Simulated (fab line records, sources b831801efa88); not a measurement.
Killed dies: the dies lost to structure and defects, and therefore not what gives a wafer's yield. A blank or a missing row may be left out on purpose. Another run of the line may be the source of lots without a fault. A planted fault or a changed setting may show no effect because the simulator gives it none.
A struck lot beside a sound one :: flow gf180mcu :: 15 steps out of a route of 602
Sound: these wafers, L154.2, L154.3, L154.4. Struck: wafer L167.3; the same lot's L167.6 was not struck, so it is left out; see the end for the cause.
Each step with rows lists, per side, the tool, then ch with its chambers, then its first start. Under that, the readings that differ: sound wafers :: struck wafers :: difference of the means :: sigmas: that difference in standard deviations of wafers without a fault.
alike: words and numbers the same on both sides, and readings whose means are apart by under 2 such deviations; not compared: readings that were withheld, readings missing a value for some wafer, numbers with overlapping values and no deviation given by the record, and bounds like >300 which may hide the same value.
A row with sigmas, a row that says differs or no value, or rows on one side alone: a step with any of these is where the two part. Non-overlapping numbers with no deviation appear without sigmas and do not part them. A reading missing from all wafers of one side parts the sides only when that side holds two or more wafers.

GF_M4_SPUTTER_04: material TiN, target thk 50 nm, time 41.7 s.
  sound on pvd sputter-04, day 24 06:59; struck on pvd sputter-01, day 28 10:09
  alike: throttle valve pct
GF_M4_RS_MEAS_05: the measuring method here is four-point-probe.
  sound on film metro-03, day 24 07:03; struck on film metro-04, day 28 10:14
  alike: M4_ALCU_RS
GF_M4_THK_MEAS_06: measures by xrf.
  sound on film metro-03, day 24 07:10; struck on film metro-04, day 28 10:20
  alike: M4_ALCU_THK
then, 7 steps without rows for these wafers: GF_M4_DEHYDRATE_07 (time 60 s); GF_M4_HMDS_08 (prime time 60 s); GF_M4_COAT_09 (resist thk 1000 nm); GF_M4_SOFTBAKE_10 (time 60 s); GF_M4_EXPOSE_11 (exposes mask Metal4, target cd 280 nm); GF_M4_PEB_12 (peb time 90 s); GF_M4_DEVELOP_13 (develop time 60 s).
GF_M4_CD_MEAS_14: target cd 280 nm.
  sound on cd sem-01, day 25 04:40; struck on cd sem-02, day 29 05:08
reading: cd nm (nm)
sound: 281.2 281.9 281.2
struck: 277.5
difference: -3.9
sigmas: -3
GF_M4_OVL_MEAS_15:
  sound on overlay-02, day 25 04:47; struck on overlay-01, day 29 05:14
reading: M4_OVL (nm)
sound: -2 -1 0
struck: -13
difference: -12
sigmas: -2
GF_M4_METAL_ETCH_16: etches the open film in Cl2/BCl3, stops on SiO2, target depth 750.8 nm, time 125.1 s.
  sound on rie metal-04 ch 0,1, day 25 04:49; struck on rie metal-04 ch 0, day 29 05:18
reading: model.KrF_of_M4_COAT_09.thk nm (nm)
sound: 689.3 687.4 690.9
struck: 585.9
difference: -103.3
sigmas: 
  alike: drypump motor current A, oes product au, throttle valve pct
  not compared: rf hours counter h
GF_M4_STRIP_17: strips in O2/N2.
  sound on plasma asher-02 ch 0,1, day 25 04:56; struck on plasma asher-02 ch 0, day 29 05:25
reading: oes product au (a.u.)
sound: 0.545 0.540 0.554
struck: 0.502
difference: -0.044
sigmas: -9

reading: strip time to endpoint s (s)
sound: 7.43 7.41 7.46
struck: 6.41
difference: -1.02
sigmas: -18
  alike: drypump motor current A, heater power w, platen temp c
  not compared: rf hours counter h
then, 1 step without rows for these wafers: GF_M4_STRIP_18 (strips in post etch residue remover, time 1200 s).

## WHERE THEY PART
Earliest at GF_M4_CD_MEAS_14; latest, in this record, at GF_M4_STRIP_17.

WHY: the cause the simulator had injected
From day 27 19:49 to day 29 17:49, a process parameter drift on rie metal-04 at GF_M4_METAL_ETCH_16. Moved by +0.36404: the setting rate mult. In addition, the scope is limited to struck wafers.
